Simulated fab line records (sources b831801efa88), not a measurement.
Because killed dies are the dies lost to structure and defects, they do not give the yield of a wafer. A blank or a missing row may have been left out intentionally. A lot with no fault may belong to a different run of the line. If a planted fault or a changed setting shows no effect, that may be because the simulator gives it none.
Struck lot and sound lot, side by side + flow sky130 + 18 out of 708 route steps
Sound: wafers L122.1, L122.3, L122.5. Wafers L113.2, L113.4, L113.6 were the ones struck. The cause is given at the end.
For every step that has rows: the tool of each side, followed by ch and its chambers, followed by its first start. Under that, the readings that differ: sound wafers + struck wafers + difference of the means + sigmas: that difference in standard deviations of wafers without a fault.
alike: same words and numbers on both sides, and readings whose means sit less than 2 such deviations apart. not compared: any withheld reading, any reading some wafer has no value for, any bound like >300 that may hide the same value, and any number with overlapping values for which the record gives no deviation.
A row with sigmas, a row that says differs or no value, or rows on one side alone: a step with any of these is where the two part. Non-overlapping numbers with no deviation appear without sigmas and do not part them. Lack of a reading on every wafer of one side parts them only where that side has two or more wafers.

first, 3 steps without rows for these wafers: SKY_POLY_CUT_EXPOSE_05 (exposes mask NPCM, target cd 270 nm); SKY_POLY_CUT_PEB_06; SKY_POLY_CUT_DEVELOP_07 (develop time 60 s).
SKY_POLY_CUT_CD_MEAS_08: target cd 270 nm.
  sound on cd_sem-01 at day 30 02:59; struck on cd_sem-01 at day 26 16:54
  alike: cd_nm
SKY_POLY_CUT_OVL_MEAS_09:
  sound on overlay-01 at day 30 03:06; struck on overlay-01 at day 26 17:01
  alike: POLY_CUT_OVL
SKY_POLY_CUT_ETCH_10: etches BARC in N2/H2, stops on SiO2, time 45.9 s, target depth 60 nm.
  sound on rie_diel-02 ch 0,3, day 30 03:08; struck on rie_diel-04 ch 0,1,3, day 26 17:02
  alike: drypump_motor_current_A, h2_flow_sccm, oes_product_au, throttle_valve_pct
  not compared: rf_hours_counter_h
SKY_POLY_CUT_ETCH_11: etches Si3N4 in CF4/CH2F2/Ar, stops on poly-Si, time 42.5 s, target depth 60 nm.
  sound on rie_diel-02 ch 0,3, day 30 03:11; struck on rie_diel-04 ch 0,1,3, day 26 17:05
  alike: drypump_motor_current_A, oes_product_au, throttle_valve_pct
  not compared: rf_hours_counter_h
SKY_POLY_CUT_STRIP_12: strips in O2/N2.
  sound on plasma_asher-02 ch 0,1, day 30 03:13; struck on plasma_asher-03 ch 0,1, day 26 17:13
  alike: drypump_motor_current_A, oes_product_au, strip_time_to_endpoint_s
  not compared: rf_hours_counter_h
then, 4 steps without rows for these wafers: SKY_SD_P_DEHYDRATE_00 (time 60 s); SKY_SD_P_HMDS_01 (prime time 60 s); SKY_SD_P_COAT_02 (resist thk 1140 nm); SKY_SD_P_SOFTBAKE_03 (time 60 s).
SKY_SD_P_EXPOSE_04: exposes mask PSDM, target cd 380 nm.
  sound on iline_stepper-02 ch 0, day 30 15:35; struck on iline_stepper-01 ch 0, day 27 09:04
| reading | sound                | struck                        | difference | sigmas |
|---------|----------------------|-------------------------------|------------|--------|
| mask    | PSDM#0 PSDM#0 PSDM#0 | PSDM_R1#0 PSDM_R1#0 PSDM_R1#0 | differs    |        |
  alike: exposure_dose_mJ_cm2, focus_offset_nm
then, 2 steps without rows for these wafers: SKY_SD_P_PEB_05; SKY_SD_P_DEVELOP_06 (develop time 60 s).
SKY_SD_P_CD_MEAS_07: target cd 380 nm.
  sound on cd_sem-01 at day 31 06:26; struck on cd_sem-02 at day 27 21:53
| reading    | sound             | struck            | difference | sigmas |
|------------|-------------------|-------------------|------------|--------|
| cd_nm (nm) | 376.2 377.9 376.1 | 405.1 404.9 405.3 | +28.4      | +11    |
  not compared: hold
SKY_SD_P_OVL_MEAS_08:
  sound on overlay-02 at day 31 06:33; struck on overlay-01 at day 27 22:44
| reading | sound | struck                                                                     | difference                   | sigmas |
|---------|-------|----------------------------------------------------------------------------|------------------------------|--------|
| hold    | - - - | await_dispo/0.7h/release await_dispo/0.7h/release await_dispo/0.7h/release | no value on the sound wafers |        |
  alike: SD_P_OVL
SKY_PAD_OPEN_PROBE_99:
  the record has rows for the sound wafers here (prober-02, day 49 16:49) and none for the struck ones

## WHERE THEY PART
At SKY_SD_P_EXPOSE_04 first; at SKY_PAD_OPEN_PROBE_99 last (within this record only).

WHY: what the simulator had put in
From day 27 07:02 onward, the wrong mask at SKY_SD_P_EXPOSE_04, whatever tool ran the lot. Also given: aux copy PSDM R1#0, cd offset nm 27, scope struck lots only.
